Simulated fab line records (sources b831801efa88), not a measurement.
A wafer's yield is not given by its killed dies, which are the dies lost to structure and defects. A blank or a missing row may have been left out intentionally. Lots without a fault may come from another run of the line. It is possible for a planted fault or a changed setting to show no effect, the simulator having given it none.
fab line records	flow sky130
record: lots: 14	wafers: 41	lastDay: 50
route steps=708 shown VIA3@594 METAL4@600
lots that met no fault: taken from a fault-free run of the same line
startH: hours from the record's first day to the start of the lot's first wafer shown	waitH: hours elapsed since this lot's preceding step	" the same as in the row above	L1.1+2: a row that stands for several wafers	- no value, or no start given	* or withheld: withheld	< > ~ a bound
route shown NAME@n: names a module that has steps shown in the file, with the first one's number in the route	usual: mean/standard deviation of fault-free wafers	same: alike in all rows	chamber/n: place in a boat	sites: per-site readings	_std_site: their standard deviation	_edge_site: mean of outer sites minus mean of inner sites	radiusMm: for every site, how far away it sits from the centre of the wafer	mask NAME#n: copy n	behind: the most recent tool/chamber to have shaped the wafer	hold: reason for holding the lot/hours on hold/outcome of the hold	device: whichever transistor did not switch (one of n, p or np)	end of line: tests of these same wafers at the route's end	step lacking rows: just its recipe	killed: dies lost to structure and defects at the first sort, not the wafer's yield	map: shows each die of a wafer: x if killed, . if not, _ if none is there
set.NAME: the setting as run; set.NAME@STEP: as run at that earlier step	model.NAME: the simulator's own value behind a step, which no gauge read
the route's steps for a sample of lots (tables are steps, rows are wafers)
services: from which hour (startH, from the record's first day; less than 0 if before it) a tool's chamber was out of use, for how many hours, and why
== steps ==
step: SKY_VIA3_CVD_21
recipe: material: W	targetThkNm: 390	timeS: 117.31	tempC: 400	pressureTorr: 40
usual: chamberPressureTorr: 40.00/0.081	heaterPowerW: 846/90
lot.wafer	tool	chamber	startH	waitH	chamberPressureTorr	heaterPowerW
L210.1	cvdW-01	0	934.94	0.0	39.99	769
L210.4	"	1	"	"	39.92	880
L210.6	"	0	"	"	40.09	763
L211.1	cvdW-01	1	944.11	0.0	40.03	896
L211.3	"	0	"	"	40.01	777
L211.5	"	1	"	"	39.92	876
L212.3	cvdW-02	1	948.18	0.1	40.05	928
L212.4	"	0	"	"	40.06	751
L212.6	"	1	"	"	39.91	965
L213.1	cvdW-01	1	950.42	0.0	39.95	854
L213.5	"	1	"	"	40.13	859
L213.6	"	0	"	"	40.07	770
L214.2	cvdW-02	1	958.43	0.0	39.98	959
L214.3	"	1	"	"	39.98	1005
L214.6	"	0	"	"	40.16	752
L215.3	cvdW-01	0	966.01	0.1	39.90	768
L215.4	"	1	"	"	39.86	839
L215.5	"	0	"	"	40.02	780
L216.3	cvdW-01	1	974.43	0.1	39.86	846
L216.5	"	0	"	"	40.10	778
L216.6	"	1	"	"	39.98	881
L217.2	cvdW-02	0	985.43	0.0	40.13	762
L217.5	"	1	"	"	40.07	1004
L217.6	"	0	"	"	39.89	755
L218.2	cvdW-02	1	990.95	0.0	40.17	1007
L218.4	"	1	"	"	40.14	948
L226.3	cvdW-01	1	1042.27	0.1	40.13	842
L226.5	"	1	"	"	40.01	885
L226.6	"	0	"	"	40.03	778
L227.1	cvdW-02	0	1045.23	0.0	39.87	773
L227.2	"	1	"	"	39.91	996
L227.3	"	1	"	"	39.92	980
L228.1	cvdW-01	0	1045.50	0.0	39.88	790
L228.2	"	1	"	"	40.16	845
L228.6	"	0	"	"	39.96	785
L230.1	cvdW-02	0	1065.09	0.0	40.04	751
L230.2	"	1	"	"	39.84	982
L230.5	"	0	"	"	40.01	762
L232.3	cvdW-01	1	1073.82	0.1	40.07	886
L232.4	"	0	"	"	39.99	785
L232.6	"	1	"	"	40.07	865
step: SKY_METAL4_SPUTTER_02
recipe: material: AlCu	targetThkNm: 735	powerW: 10600	timeS: 39.1	chamberPressurePa: 0.4
usual: chamberPressurePa: 0.3999/0.00083	throttleValvePct: 29.4/0.84
lot.wafer	tool	chamber	startH	waitH	chamberPressurePa	throttleValvePct
L210.1	pvdSputter-04	-	935.59	0.0	0.3981	27.6
L210.4	"	-	"	"	0.4009	30.2
L210.6	"	-	"	"	0.4008	30.2
L211.1	pvdSputter-03	-	944.76	0.0	0.3993	28.5
L211.3	"	-	"	"	0.4001	28.9
L211.5	"	-	"	"	0.4002	28.7
L212.3	pvdSputter-04	-	948.79	0.0	0.4002	30.0
L212.4	"	-	"	"	0.3984	29.1
L212.6	"	-	"	"	0.3993	30.2
L213.1	pvdSputter-04	-	951.07	0.0	0.3991	30.1
L213.5	"	-	"	"	0.4006	30.1
L213.6	"	-	"	"	0.4005	30.3
L214.2	pvdSputter-03	-	959.09	0.0	0.3973	30.8
L214.3	"	-	"	"	0.4012	29.4
L214.6	"	-	"	"	0.4009	28.7
L215.3	pvdSputter-03	-	966.62	0.0	0.3990	28.9
L215.4	"	-	"	"	0.3992	30.4
L215.5	"	-	"	"	0.4005	28.3
L216.3	pvdSputter-03	-	975.04	0.0	0.3989	29.0
L216.5	"	-	"	"	0.4014	30.6
L216.6	"	-	"	"	0.4008	28.8
L217.2	pvdSputter-04	-	986.32	0.0	0.3994	30.2
L217.5	"	-	"	"	0.3991	28.2
L217.6	"	-	"	"	0.4009	30.1
L218.2	pvdSputter-03	-	991.60	0.0	0.3983	28.9
L218.4	"	-	"	"	0.4014	28.6
L226.3	pvdSputter-01	-	1043.01	0.0	0.4000	29.0
L226.5	"	-	"	"	0.4003	30.1
L226.6	"	-	"	"	0.4013	29.9
L227.1	pvdSputter-04	-	1045.88	0.0	0.4000	30.5
L227.2	"	-	"	"	0.3994	29.1
L227.3	"	-	"	"	0.4008	29.8
L228.1	pvdSputter-04	-	1046.15	0.0	0.3996	28.9
L228.2	"	-	"	"	0.4001	29.9
L228.6	"	-	"	"	0.4000	28.9
L230.1	pvdSputter-04	-	1065.74	0.0	0.4006	29.7
L230.2	"	-	"	"	0.4009	27.8
L230.5	"	-	"	"	0.4009	30.4
L232.3	pvdSputter-04	-	1074.43	0.0	0.3995	29.1
L232.4	"	-	"	"	0.4010	28.0
L232.6	"	-	"	"	0.3991	29.1
step: SKY_METAL4_CD_MEAS_13
recipe: targetCdNm: 300
usual: cdNm: 299.7/1.3
lot.wafer	tool	chamber	startH	waitH	cdNm
L210.1	cdSem-01	-	984.57	-	299.3
L210.4	"	-	"	"	298.5
L210.6	"	-	"	"	298.9
L211.1	cdSem-02	-	993.84	-	300.3
L211.3	"	-	"	"	299.1
L211.5	"	-	"	"	301.3
L212.3	cdSem-02	-	997.61	-	297.9
L212.4	"	-	"	"	297.8
L212.6	"	-	"	"	297.0
L213.1	cdSem-01	-	999.72	-	299.1
L213.5	"	-	"	"	298.6
L213.6	"	-	"	"	299.7
L214.2	cdSem-01	-	1007.26	-	300.4
L214.3	"	-	"	"	301.0
L214.6	"	-	"	"	301.1
L215.3	cdSem-01	-	1014.16	-	299.5
L215.4	"	-	"	"	298.6
L215.5	"	-	"	"	298.7
L216.3	cdSem-02	-	1022.23	-	299.3
L216.5	"	-	"	"	299.9
L216.6	"	-	"	"	298.9
L217.2	cdSem-02	-	1033.58	-	300.6
L217.5	"	-	"	"	300.5
L217.6	"	-	"	"	298.8
L218.2	cdSem-02	-	1038.14	-	298.3
L218.4	"	-	"	"	298.4
L226.3	cdSem-02	-	1086.73	-	300.3
L226.5	"	-	"	"	299.7
L226.6	"	-	"	"	299.5
L227.1	cdSem-02	-	1089.22	-	299.6
L227.2	"	-	"	"	300.5
L227.3	"	-	"	"	301.0
L228.1	cdSem-02	-	1090.14	-	301.3
L228.2	"	-	"	"	301.3
L228.6	"	-	"	"	301.6
L230.1	cdSem-02	-	1108.59	-	302.8
L230.2	"	-	"	"	300.8
L230.5	"	-	"	"	301.4
L232.3	cdSem-01	-	1116.81	-	299.5
L232.4	"	-	"	"	298.7
L232.6	"	-	"	"	299.2
step: SKY_METAL4_ETCH_16
recipe: chemistry: N2/H2	target: BARC	ionEnergyEv: 200	biasW: 100	pressureMtorr: 30	n2FlowSccm: 100	h2FlowSccm: 200	icpW: 500	stopOn: SiO2	timeS: 88.2	targetDepthA: 600
usual: chamberPressureMTorr: 30.001/0.028	drypumpMotorCurrentA: 5.8/0.5	h2FlowSccm: 200.1/0.59	oesProductAu: 0.625/0.0043	rfFwdPowerW: 497.1/1.6	throttleValvePct: 13.205/0.0097
lot.wafer	tool	chamber	startH	waitH	chamberPressureMTorr	drypumpMotorCurrentA	h2FlowSccm	oesProductAu	rfFwdPowerW	rfHoursCounterH	throttleValvePct
L210.1	rieMetal-01	0	984.76	0.0	29.956	5.8	201.3	0.627	498.2	16	13.182
L210.4	"	1	"	"	29.979	6.4	199.8	0.627	496.9	-	13.207
L210.6	"	1	"	"	30.013	6.4	199.9	0.629	496.1	-	13.190
L211.1	rieMetal-04	1	994.03	0.0	30.045	5.3	200.7	0.626	497.5	9	13.192
L211.3	"	1	"	"	30.006	5.3	199.9	0.621	496.4	-	13.199
L211.5	"	1	"	"	30.016	5.3	200.9	0.620	496.5	-	13.219
L212.3	rieMetal-03	0	997.79	0.0	29.988	5.2	199.9	0.621	495.4	-	13.196
L212.4	"	1	"	"	29.942	5.9	199.7	0.620	497.1	-	13.207
L212.6	"	1	"	"	30.050	5.9	200.3	0.624	496.6	-	13.216
L213.1	rieMetal-04	0	999.91	0.0	30.016	6.5	199.8	0.624	496.1	13	13.213
L213.5	"	1	"	"	30.148	5.3	199.9	0.628	498.7	-	13.207
L213.6	"	0	"	"	29.989	6.5	200.7	0.627	497.4	-	13.204
L214.2	rieMetal-01	1	1007.43	0.0	30.039	6.4	200.7	0.634	493.6	15	13.203
L214.3	"	1	"	"	30.036	6.4	199.6	0.626	494.8	-	13.193
L214.6	"	0	"	"	29.952	5.8	198.7	0.625	497.2	-	13.201
L215.3	rieMetal-03	1	1014.34	0.0	30.010	5.9	200.0	0.629	498.8	-	13.195
L215.4	"	0	"	"	29.956	5.2	200.0	0.618	495.8	-	13.211
L215.5	"	0	"	"	29.997	5.2	199.2	0.633	499.0	-	13.205
L216.3	rieMetal-03	1	1022.41	0.0	30.014	5.9	200.0	0.626	495.5	-	13.216
L216.5	"	0	"	"	30.009	5.2	199.3	0.627	497.5	-	13.189
L216.6	"	1	"	"	29.983	5.9	199.8	0.627	497.8	-	13.228
L217.2	rieMetal-04	0	1033.75	0.0	29.972	6.4	199.5	0.629	497.9	15	13.211
L217.5	"	0	"	"	29.982	6.5	199.6	0.627	497.2	-	13.202
L217.6	"	1	"	"	29.999	5.3	200.4	0.615	496.7	-	13.215
L218.2	rieMetal-01	1	1038.31	0.0	29.975	6.4	200.7	0.623	496.2	16	13.198
L218.4	"	0	"	"	30.035	5.8	200.0	0.634	497.9	-	13.217
L226.3	rieMetal-01	1	1086.93	0.1	29.990	6.4	201.3	0.627	495.3	-	13.202
L226.5	"	1	"	"	29.989	6.4	200.1	0.620	491.5	-	13.210
L226.6	"	0	"	"	29.988	5.8	199.5	0.632	497.9	-	13.204
L227.1	rieMetal-04	1	1089.41	0.0	30.001	5.3	200.8	0.624	498.4	16	13.206
L227.2	"	0	"	"	30.014	6.5	200.8	0.626	498.0	19	13.205
L227.3	"	0	"	"	30.004	6.5	200.4	0.628	493.5	-	13.222
L228.1	rieMetal-03	0	1090.33	0.0	29.999	5.2	199.6	0.629	497.8	13	13.206
L228.2	"	1	"	"	29.989	6.0	200.3	0.625	496.0	7	13.200
L228.6	"	1	"	"	30.047	6.0	199.6	0.623	498.4	-	13.198
L230.1	rieMetal-04	0	1108.78	0.0	29.982	6.5	199.7	0.623	500.4	20	13.206
L230.2	"	1	"	"	30.039	5.3	200.4	0.626	496.6	17	13.209
L230.5	"	0	"	"	30.005	6.5	200.3	0.619	499.8	-	13.209
L232.3	rieMetal-03	0	1117.00	0.0	30.002	5.2	199.8	0.630	499.9	-	13.198
L232.4	"	1	"	"	29.942	5.9	199.2	0.627	496.6	-	13.208
L232.6	"	1	"	"	30.017	6.0	199.5	0.625	497.5	-	13.211
step: SKY_METAL4_METAL_ETCH_18
recipe: targetDepthA: 8450	stopOn: SiO2	overEtchFrac: 0.3	timeS: 183.1	chemistry: Cl2/BCl3	resistSidewallDeg: 88	pressureMtorr: 10	icpW: 900	biasW: 48.5	Cl2_flow_sccm: 60	bcl3FlowSccm: 30
usual: chamberPressureMTorr: 10.000/0.009	drypumpMotorCurrentA: 5.9/0.47	oesProductAu: 0.864/0.007	rfFwdPowerW: 896.4/2.9	throttleValvePct: 22.263/0.0087
same: overEtchFrac: 0.3
lot.wafer	tool	chamber	startH	waitH	chamberPressureMTorr	drypumpMotorCurrentA	oesProductAu	rfFwdPowerW	rfHoursCounterH	throttleValvePct
L210.1	rieMetal-03	1	984.88	0.0	9.993	5.9	0.861	895.6	0	22.260
L210.4	"	0	"	"	9.991	5.2	0.856	894.5	-	22.271
L210.6	"	0	"	"	10.006	5.2	0.867	893.4	-	22.270
L211.1	rieMetal-01	1	994.14	0.0	10.000	6.4	0.865	896.7	14	22.263
L211.3	"	1	"	"	9.997	6.4	0.846	895.0	-	22.261
L211.5	"	0	"	"	10.003	5.8	0.858	893.5	-	22.265
L212.3	rieMetal-01	1	997.94	0.1	9.998	6.4	0.862	897.9	-	22.275
L212.4	"	0	"	"	10.011	5.8	0.861	891.3	-	22.271
L212.6	"	0	"	"	9.993	5.8	0.870	890.9	-	22.256
L213.1	rieMetal-01	1	1000.03	0.0	9.987	6.4	0.853	895.8	15	22.261
L213.5	"	1	"	"	9.993	6.4	0.875	896.6	-	22.274
L213.6	"	0	"	"	10.023	5.8	0.857	896.7	-	22.275
L214.2	rieMetal-03	0	1007.54	0.0	9.999	5.2	0.851	903.2	7	22.258
L214.3	"	0	"	"	9.997	5.2	0.868	901.8	-	22.258
L214.6	"	1	"	"	10.001	5.9	0.868	896.7	-	22.259
L215.3	rieMetal-04	1	1014.49	0.1	10.001	5.3	0.875	895.3	-	22.244
L215.4	"	0	"	"	10.000	6.5	0.867	895.9	-	22.289
L215.5	"	0	"	"	10.007	6.5	0.878	897.4	-	22.251
L216.3	rieMetal-04	1	1022.55	0.1	9.997	5.3	0.977	894.7	-	22.258
L216.5	"	1	"	"	10.009	5.3	0.852	898.0	-	22.286
L216.6	"	0	"	"	10.004	6.5	0.866	897.8	-	22.261
L217.2	rieMetal-01	1	1033.87	0.0	10.000	6.4	0.870	894.8	16	22.268
L217.5	"	0	"	"	10.004	5.8	0.870	892.8	-	22.268
L217.6	"	1	"	"	9.992	6.4	0.861	899.5	-	22.251
L218.2	rieMetal-04	1	1038.43	0.0	10.012	5.3	0.850	897.5	12	22.252
L218.4	"	1	"	"	9.999	5.3	0.978	897.8	-	22.255
L226.3	rieMetal-04	0	1087.10	0.1	10.005	6.4	0.871	896.8	-	22.261
L226.5	"	1	"	"	10.001	5.3	0.874	904.2	-	22.266
L226.6	"	0	"	"	10.010	6.4	0.878	895.1	-	22.254
L227.1	rieMetal-01	0	1089.53	0.0	9.988	5.8	0.854	893.2	23	22.274
L227.2	"	1	"	"	10.002	6.4	0.853	898.7	20	22.278
L227.3	"	1	"	"	9.997	6.4	0.861	894.1	-	22.250
L228.1	rieMetal-04	1	1090.44	0.0	10.005	5.3	0.863	896.6	16	22.275
L228.2	"	0	"	"	10.001	6.4	0.866	899.3	19	22.266
L228.6	"	1	"	"	10.005	5.3	0.859	897.2	-	22.254
L230.1	rieMetal-03	0	1108.90	0.0	9.985	5.2	0.863	898.5	14	22.260
L230.2	"	1	"	"	9.992	5.9	0.857	899.8	8	22.264
L230.5	"	0	"	"	10.009	5.2	0.863	898.8	-	22.264
L232.3	rieMetal-01	0	1117.20	0.1	9.991	5.8	0.866	897.2	-	22.265
L232.4	"	0	"	"	9.991	5.8	0.861	899.4	-	22.260
L232.6	"	0	"	"	10.002	5.8	0.873	898.8	-	22.252
== services ==
tool	chamber	startH	hours	kind
cvdW-01	0	918.00	-	clean
cvdW-01	1	918.00	-	clean
cvdW-01	-	919.31	1.0	repair
pvdSputter-01	3	943.44	-	consumableReplace:kit
pvdSputter-01	3	943.44	18.0	scheduledDown
pvdSputter-01	3	943.44	18.0	ventCycle
cvdW-02	-	953.39	1.9	repair
pvdSputter-04	-	957.31	26.4	repair
rieMetal-03	1	959.14	-	clean
rieMetal-03	1	959.14	17.3	scheduledDown
rieMetal-03	1	959.14	17.3	ventCycle
pvdSputter-03	-	1023.47	59.0	repair
pvdSputter-04	-	1033.29	4.7	repair
pvdSputter-01	2	1071.74	-	consumableReplace:kit
pvdSputter-01	2	1071.74	18.0	scheduledDown
pvdSputter-01	2	1071.74	18.0	ventCycle
pvdSputter-03	1	1083.67	-	consumableReplace:kit
pvdSputter-03	1	1083.67	18.0	scheduledDown
pvdSputter-03	1	1083.67	18.0	ventCycle
pvdSputter-04	3	1091.76	-	consumableReplace:kit
pvdSputter-04	3	1091.76	18.0	scheduledDown
pvdSputter-04	3	1091.76	18.0	ventCycle
rieMetal-01	1	1109.82	10.1	repair
== key ==
firstSign: step: SKY_METAL4_METAL_ETCH_18	reading: oesProductAu	direction: up	sigmas: 16	usual: 0.864	struck: 0.978
effect none on later readings
metAt SKY_METAL4_SPUTTER_02
struckLots L216,L218
struckWafers L216.3,L218.4
sortLeftOut L216.3,L218.4
notActingAt SKY_VIA3_CVD_21,SKY_METAL4_CD_MEAS_13,SKY_METAL4_ETCH_16
onsetBetween 966.62 975.04
fault: kind: processParameterDrift	tool: pvdSputter-03	chamber: -	onsetH: 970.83	steps: SKY_METAL4_SPUTTER_02	channel: targetThkNm	offset: 212.52	shape: step	endH: 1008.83	scope: struckWafersOnly	actsIn: theseRecipesOnly	stated: 735
sortLeftOut: the simulated sort isn't trusted on such a fault, so these wafers' sort isn't shown, and their yield isn't known
